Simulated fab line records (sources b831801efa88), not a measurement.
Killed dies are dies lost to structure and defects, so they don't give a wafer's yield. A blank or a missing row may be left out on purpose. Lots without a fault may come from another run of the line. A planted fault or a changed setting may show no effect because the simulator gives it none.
Matching of chambers + flow sky130 + SKY_VIA2_CMP_24 on cmp-02 has 4 sister chambers
The step polishes, stops on SiO2, t overpolish 20 s, target thk 0 nm. 14 wafers are shown with their chamber, then 7 later ones without.

== WAFERS PAIRED WITH THEIR CHAMBERS ==
| wafer  | chamber | motor_current_A (A) | time_to_endpoint_s (s) | overpolish_run_s (s) |
|--------|---------|---------------------|------------------------|----------------------|
| L968.1 | 3       | 8.0                 | 104                    | 19.996               |
| L968.4 | 1       | 9.8                 | 103                    | 20.009               |
| L968.6 | 3       | 8.7                 | 102                    | 19.994               |
| L970.2 | 0       | 11.3                | 112                    | 20.000               |
| L970.4 | 3       | 8.4                 | 98                     | 19.996               |
| L970.5 | 2       | 11.6                | 111                    | 19.994               |
| L974.1 | 3       | 7.9                 | 100                    | 20.010               |
| L974.5 | 0       | 11.9                | 110                    | 19.999               |
| L974.6 | 3       | 8.5                 | 99                     | 20.006               |
| L975.2 | 1       | 10.8                | 105                    | 20.005               |
| L975.3 | 2       | 12.0                | 112                    | 19.999               |
| L975.5 | 2       | 12.1                | 109                    | 19.989               |
| L976.1 | 0       | 11.4                | 109                    | 20.002               |
| L976.2 | 1       | 10.8                | 103                    | 19.999               |

SIGNATURES, as means of the wafers listed above
| reading            | chamber 0 | chamber 1 | chamber 2 | chamber 3 | scatter within a chamber |
|--------------------|-----------|-----------|-----------|-----------|--------------------------|
| motor_current_A    | 11.533    | 10.467    | 11.900    | 8.300     | 0.384                    |
| time_to_endpoint_s | 110.33    | 103.67    | 110.67    | 100.60    | 1.88                     |
| overpolish_run_s   | 20.00033  | 20.00433  | 19.99400  | 20.00040  | 0.00555                  |
Rule: a wafer lies at a distance from a chamber equal to the root of the sum of squares, over the readings, of (its reading less the chamber's mean, divided by the reading's scatter). If the next closest chamber is less than 2 further off than the closest, the wafer can't be placed; otherwise it belongs to the closest. The scatter: the root of (the sum of the squares of (reading less its chamber's mean) over the shown wafers, divided by (wafers less chambers)).

== WAFERS MISSING THEIR CHAMBER ==
| wafer  | motor_current_A (A) | time_to_endpoint_s (s) | overpolish_run_s (s) |
|--------|---------------------|------------------------|----------------------|
| L976.5 | 8.6                 | 98                     | 19.997               |
| L988.1 | 11.3                | 112                    | 19.985               |
| L988.2 | 12.2                | 108                    | 19.999               |
| L988.6 | 10.1                | 109                    | 20.004               |
| L990.1 | 11.4                | 115                    | 20.005               |
| L990.2 | 10.7                | 112                    | 19.999               |
| L990.5 | 8.8                 | 102                    | 20.005               |

== CHAMBER TAKEN BY EACH ==
| wafer  | from the rows above     | in truth |
|--------|-------------------------|----------|
| L976.5 | 3                       | 3        |
| L988.1 | can't be placed: 2 or 0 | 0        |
| L988.2 | can't be placed: 2 or 0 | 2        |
| L988.6 | can't be placed: 1 or 0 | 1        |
| L990.1 | can't be placed: 0 or 2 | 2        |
| L990.2 | can't be placed: 0 or 2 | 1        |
| L990.5 | 3                       | 3        |
2 of 7 placed correctly. From these rows, 5 cannot be placed; in 4 the true chamber is one of the candidates. Placed wrongly: 0.
